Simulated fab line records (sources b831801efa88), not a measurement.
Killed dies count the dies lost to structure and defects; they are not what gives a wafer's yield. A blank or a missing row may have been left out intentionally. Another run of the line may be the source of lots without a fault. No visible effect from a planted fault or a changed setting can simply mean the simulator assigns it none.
Matching of chambers ; flow gf180mcu ; GF_SAB_ETCH_11 on rie_diel-03 has 4 sister chambers
The step etches SiO2 in C4F8/O2/Ar, target depth 55 nm, time 8.5 s. 8 wafers are shown with their chamber, then 7 later ones without.

== WAFERS WITH THEIR CHAMBER ==
wafer;chamber;oes_product_au (a.u.);rf_fwd_power_W (W)
L894.1;2;0.993;1476
L898.6;0;0.964;1476
L900.1;3;1.023;1469
L901.1;0;0.973;1475
L901.2;3;1.021;1474
L901.3;1;1.007;1473
L908.3;2;0.990;1473
L908.4;1;1.005;1479

== WAFERS WHOSE CHAMBER IS MISSING ==
wafer;oes_product_au (a.u.);rf_fwd_power_W (W)
L908.5;0.981;1481
L913.2;1.024;1468
L913.3;1.021;1476
L913.4;1.002;1479
L916.1;1.004;1482
L916.3;1.017;1471
L916.5;1.013;1477

== CHAMBER TAKEN BY EACH ==
wafer;from the rows above;in truth
L908.5;can't be placed: 2 or 0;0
L913.2;3;3
L913.3;3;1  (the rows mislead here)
L913.4;can't be placed: 1 or 2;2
L916.1;1;1
L916.3;3;3
L916.5;can't be placed: 1 or 3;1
Placed correctly: 3 of 7. These rows do not allow placing 3 (true chamber among the candidates in 3). Number placed wrongly: 1.
How it was worked out, from the rows above alone: a wafer's distance from a chamber is the root of the sum, over the readings, of the square of ((its reading less the chamber's mean) divided by the reading's scatter). The wafer belongs to the nearest chamber; if the next one is less than 2 further off, it can't be placed. A chamber's mean is the mean of its shown wafers. How the scatter is found: for the shown wafers, subtract from each reading the mean of its chamber, square and add these, divide the total by (wafers less chambers), then take the root.
